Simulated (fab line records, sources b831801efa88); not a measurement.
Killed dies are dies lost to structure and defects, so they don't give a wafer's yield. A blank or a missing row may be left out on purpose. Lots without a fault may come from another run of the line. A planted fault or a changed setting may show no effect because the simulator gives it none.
fab line records | flow sky130
record lots=13 wafers=39 last_day=50
route steps=708 shown FIELD_ISO@5 NWELL@65 LDD_N@244 CONTACT@431
lots that met no fault: from a run of the same line without faults
start_h: hours from the record's first day to the start of the lot's first wafer shown | wait_h: hours since the lot's step before | " the same as in the row above | L1.1+2: a row that stands for several wafers | - no value, or no start given | * or withheld: withheld | < > ~ a bound
route shown NAME@n: a module of which the file shows steps, and the number in the route of the first | usual: mean/standard deviation of fault-free wafers | same: alike in all rows | chamber/n: place in a boat | sites: the reading at each site | _std_site: their standard deviation | _edge_site: outer sites' mean less inner sites' | radius_mm: how far each site lies from the wafer's centre | mask NAME#n: copy n | behind: the tool/chamber that last shaped the wafer | hold: why the lot was held/for how many hours/how that ended | device: the transistor (n, p or np) that didn't switch | end of line: the same wafers' tests at the end of the route | a step without rows: its recipe alone | killed: dies lost to structure and defects at the first sort, not the wafer's yield | map: a wafer's dies, x killed, . not, _ none there
set.NAME: the setting as run; set.NAME@STEP: as run at that earlier step | model.NAME: the simulator's own value behind a step, which no gauge read
steps of the route over a sample of lots; a table a step, a row a wafer
services: from which hour (start_h, from the record's first day; less than 0 if before it) a tool's chamber was out of use, for how many hours, and why
## steps
# step SKY_FIELD_ISO_THK_MEAS_04
# recipe reads=Si3N4_of_FIELD_ISO_CVD_03
# usual FIELD_ISO_CVD_03_THK=164.0/1.5
# columns lot.wafer tool chamber start_h wait_h FIELD_ISO_CVD_03_THK[nm]
L313.2 film_metro-02 - 14.03 0.0 164.6
L313.4 " - " " 163.3
L313.5 " - " " 164.4
L314.1 film_metro-02 - 18.48 0.0 161.8
L314.2 " - " " 163.4
L314.3 " - " " 162.7
L315.1 film_metro-01 - 23.61 0.0 166.2
L315.2 " - " " 165.3
L315.6 " - " " 165.2
L316.2 film_metro-01 - 29.83 0.0 166.4
L316.4 " - " " 164.4
L316.6 " - " " 163.6
L318.1 film_metro-01 - 38.48 0.0 166.3
L318.3 " - " " 165.2
L318.6 " - " " 166.2
L320.1 film_metro-01 - 49.03 0.0 163.0
L320.2 " - " " 164.0
L320.4 " - " " 164.3
L329.3 film_metro-04 - 96.92 0.0 163.8
L329.5 " - " " 164.0
L329.6 " - " " 164.6
L330.2 film_metro-02 - 102.77 0.0 163.9
L330.3 " - " " 163.2
L330.6 " - " " 163.0
L331.1 film_metro-02 - 106.57 0.0 163.5
L331.3 " - " " 163.8
L331.4 " - " " 162.0
L332.1 film_metro-04 - 110.77 0.0 164.6
L332.4 " - " " 163.6
L332.5 " - " " 163.5
L333.3 film_metro-02 - 113.78 0.0 164.6
L333.5 " - " " 163.9
L333.6 " - " " 164.5
L334.3 film_metro-01 - 119.63 0.0 162.9
L334.4 " - " " 164.8
L334.6 " - " " 164.0
L335.1 film_metro-04 - 123.87 0.0 166.7
L335.2 " - " " 166.4
L335.3 " - " " 164.4
# step SKY_NWELL_IMPLANT_12
# recipe species=P energy_kev=120 dose_cm2=1.3e+12 tilt_deg=withheld
# usual beam_on_s=10.00/0.2 end_station_pressure_torr=5.05e-06/2.8e-07 faraday_current_uA=7.33/0.14
# columns lot.wafer tool chamber start_h wait_h beam_on_s end_station_pressure_torr faraday_current_uA
L313.2 implanter-04 0 83.49 0.1 10.27 5.17e-06 7.17
L313.4 " 0 " " 10.06 4.89e-06 7.34
L313.5 " 0 " " 9.95 4.74e-06 7.40
L314.1 implanter-04 0 89.16 0.1 10.15 5.28e-06 7.24
L314.2 " 0 " " 10.23 4.85e-06 7.18
L314.3 " 0 " " 10.18 5.02e-06 7.22
L315.1 implanter-04 0 95.03 0.1 9.87 5.27e-06 7.34
L315.2 " 0 " " 10.02 4.86e-06 7.30
L315.6 " 0 " " 9.73 4.93e-06 7.52
L316.2 implanter-04 0 101.54 0.1 12.06 4.71e-06 6.08
L316.4 " 0 " " 12.24 5.06e-06 5.96
L316.6 " 0 " " 12.76 5.04e-06 5.75
L318.1 implanter-04 0 113.33 0.1 12.54 5.15e-06 5.82
L318.3 " 0 " " 12.52 5.23e-06 5.87
L318.6 " 0 " " 12.67 5.14e-06 5.77
L320.1 implanter-01 0 126.28 0.1 9.82 4.94e-06 7.46
L320.2 " 0 " " 10.03 4.43e-06 7.34
L320.4 " 0 " " 9.57 5.45e-06 7.65
L329.3 implanter-01 0 179.86 0.1 9.74 4.89e-06 7.47
L329.5 " 0 " " 9.54 5.56e-06 7.67
L329.6 " 0 " " 9.62 4.33e-06 7.60
L330.2 implanter-01 0 187.54 0.1 9.96 5.35e-06 7.34
L330.3 " 0 " " 9.74 5.25e-06 7.50
L330.6 " 0 " " 9.93 5.06e-06 7.37
L331.1 implanter-01 0 195.01 0.1 10.31 5.35e-06 7.10
L331.3 " 0 " " 10.09 4.83e-06 7.28
L331.4 " 0 " " 9.93 5.28e-06 7.36
L332.1 implanter-04 0 200.73 0.1 9.70 5.75e-06 7.54
L332.4 " 0 " " 9.87 4.85e-06 7.39
L332.5 " 0 " " 9.64 5.53e-06 7.57
L333.3 implanter-04 0 202.76 0.1 9.69 4.68e-06 7.57
L333.5 " 0 " " 10.05 5.25e-06 7.26
L333.6 " 0 " " 9.99 4.58e-06 7.37
L334.3 implanter-04 0 210.36 0.1 10.10 5.12e-06 7.23
L334.4 " 0 " " 9.69 5.13e-06 7.58
L334.6 " 0 " " 10.27 5.52e-06 7.16
L335.1 implanter-01 0 218.33 0.1 10.46 4.89e-06 7.02
L335.2 " 0 " " 9.92 4.87e-06 7.40
L335.3 " 0 " " 10.49 4.97e-06 6.98
# step SKY_NWELL_RS_MEAS_29
# recipe thk_meas_gauge=four-point-probe
# usual NWELL_RS=624.6/1.6
# columns lot.wafer tool chamber start_h wait_h NWELL_RS[ohm/sq]
L313.2 film_metro-03 - 101.51 0.1 623.7
L313.4 " - " " 624.5
L313.5 " - " " 622.1
L314.1 film_metro-03 - 106.02 0.1 625.1
L314.2 " - " " 622.3
L314.3 " - " " 624.2
L315.1 film_metro-04 - 112.97 0.1 624.3
L315.2 " - " " 624.8
L315.6 " - " " 622.9
L316.2 film_metro-03 - 120.49 0.1 615.0
L316.4 " - " " 614.7
L316.6 " - " " 614.9
L318.1 film_metro-02 - 132.76 0.1 618.1
L318.3 " - " " 617.3
L318.6 " - " " 619.6
L320.1 film_metro-03 - 146.49 0.1 624.7
L320.2 " - " " 625.4
L320.4 " - " " 627.0
L329.3 film_metro-02 - 203.22 0.1 621.3
L329.5 " - " " 623.4
L329.6 " - " " 623.0
L330.2 film_metro-02 - 210.00 0.1 625.6
L330.3 " - " " 627.5
L330.6 " - " " 626.9
L331.1 film_metro-03 - 217.12 0.1 628.7
L331.3 " - " " 626.2
L331.4 " - " " 628.1
L332.1 film_metro-02 - 223.03 0.1 625.2
L332.4 " - " " 623.7
L332.5 " - " " 624.3
L333.3 film_metro-02 - 225.26 0.1 626.5
L333.5 " - " " 625.2
L333.6 " - " " 626.4
L334.3 film_metro-03 - 233.26 0.1 625.8
L334.4 " - " " 624.0
L334.6 " - " " 626.2
L335.1 film_metro-02 - 242.58 0.1 622.7
L335.2 " - " " 621.3
L335.3 " - " " 623.4
# step SKY_LDD_N_OVL_MEAS_07
# usual LDD_N_OVL=-0.2/1.1
# columns lot.wafer tool chamber start_h wait_h LDD_N_OVL[nm]
L313.2 overlay-02 - 403.50 0.1 -0.2
L313.4 " - " " -0.5
L313.5 " - " " -1.0
L314.1 overlay-02 - 409.32 0.1 -1.1
L314.2 " - " " -0.3
L314.3 " - " " -0.5
L315.1 overlay-01 - 422.82 0.1 0.1
L315.2 " - " " 1.6
L315.6 " - " " 0.6
L316.2 overlay-02 - 431.88 0.1 0.3
L316.4 " - " " -0.3
L316.6 " - " " -0.3
L318.1 overlay-01 - 450.52 0.1 1.5
L318.3 " - " " 1.1
L318.6 " - " " 0.0
L320.1 overlay-02 - 472.62 0.1 0.6
L320.2 " - " " 0.1
L320.4 " - " " 1.2
L330.2 overlay-01 - 561.38 0.1 -0.7
L330.3 " - " " -1.0
L330.6 " - " " -0.5
L329.3 overlay-01 - 562.64 0.1 -1.0
L329.5 " - " " -3.0
L329.6 " - " " -0.2
L331.1 overlay-01 - 567.77 0.1 -0.5
L331.3 " - " " 0.2
L331.4 " - " " -1.4
L332.1 overlay-01 - 573.67 0.1 -1.0
L332.4 " - " " -0.4
L332.5 " - " " -0.6
L333.3 overlay-02 - 577.84 0.1 1.7
L333.5 " - " " 0.2
L333.6 " - " " 1.5
L334.3 overlay-01 - 585.53 0.1 0.5
L334.4 " - " " 1.2
L334.6 " - " " 0.0
L335.1 overlay-01 - 600.82 0.1 0.2
L335.2 " - " " -0.1
L335.3 " - " " 1.9
# step SKY_CONTACT_RS_MEAS_25
# recipe thk_meas_gauge=four-point-probe reads=W_of_CONTACT_CVD_24+TiN_of_CONTACT_SPUTTER_23
# usual CONTACT_W_RS=0.339/0.0038
# columns lot.wafer tool chamber start_h wait_h CONTACT_W_RS[ohm/sq]
L313.2 film_metro-02 - 738.49 0.1 0.341
L313.4 " - " " 0.344
L313.5 " - " " 0.344
L314.1 film_metro-02 - 742.52 0.1 0.341
L314.2 " - " " 0.338
L314.3 " - " " 0.339
L315.1 film_metro-02 - 751.49 0.1 0.345
L315.2 " - " " 0.340
L315.6 " - " " 0.346
L316.2 film_metro-04 - 762.23 0.1 0.335
L316.4 " - " " 0.340
L316.6 " - " " 0.338
L318.1 film_metro-01 - 776.64 0.1 0.347
L318.3 " - " " 0.342
L318.6 " - " " 0.344
L320.1 film_metro-04 - 798.16 0.1 0.338
L320.2 " - " " 0.336
L320.4 " - " " 0.332
L330.2 film_metro-02 - 874.72 0.1 0.343
L330.3 " - " " 0.340
L330.6 " - " " 0.338
L329.3 film_metro-04 - 875.52 0.1 0.336
L329.5 " - " " 0.333
L329.6 " - " " 0.340
L331.1 film_metro-02 - 882.66 0.2 0.335
L331.3 " - " " 0.340
L331.4 " - " " 0.337
L332.1 film_metro-04 - 884.15 0.2 0.342
L332.4 " - " " 0.340
L332.5 " - " " 0.341
L333.3 film_metro-01 - 889.57 0.2 0.346
L333.5 " - " " 0.345
L333.6 " - " " 0.339
L334.3 film_metro-04 - 895.12 0.1 0.345
L334.4 " - " " 0.350
L334.6 " - " " 0.347
L335.1 film_metro-02 - 909.92 0.1 0.336
L335.2 " - " " 0.338
L335.3 " - " " 0.337
## services
# columns tool chamber start_h hours kind
implanter-01 - 64.22 5.2 pm
implanter-01 - 69.45 2.9 pm
implanter-01 - 98.95 6.0 pm
implanter-04 - 127.07 14.2 pm
implanter-01 - 164.39 3.7 repair
implanter-01 - 215.34 1.3 repair
## key
first_sign step=SKY_NWELL_IMPLANT_12 reading=beam_on_s direction=up sigmas=12 usual=10.00 struck=12.47
effect step=SKY_NWELL_IMPLANT_12 reading=faraday_current_uA direction=down sigmas=10 usual=7.33 struck=5.87
effect step=SKY_NWELL_RS_MEAS_29 reading=NWELL_RS direction=down sigmas=5 usual=624.6 struck=616.6
met_at SKY_NWELL_IMPLANT_12
struck_lots L316,L318
tester_left_out L316,L318
not_acting_at SKY_FIELD_ISO_THK_MEAS_04,SKY_LDD_N_OVL_MEAS_07,SKY_CONTACT_RS_MEAS_25
onset_between 95.03 101.54
fault kind=process_parameter_drift tool=implanter-04 chamber=- onset_h=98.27 steps=SKY_NWELL_IMPLANT_12 channel=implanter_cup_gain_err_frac offset=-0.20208 shape=step end_h=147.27
# tester_left_out: of these lots the tester's yield and bins aren't shown, on N5 and GAA mostly nor the transistor test; their killed dies are dies lost to structure and defects alone, not to doping, threshold or leakage, so they don't give the yield
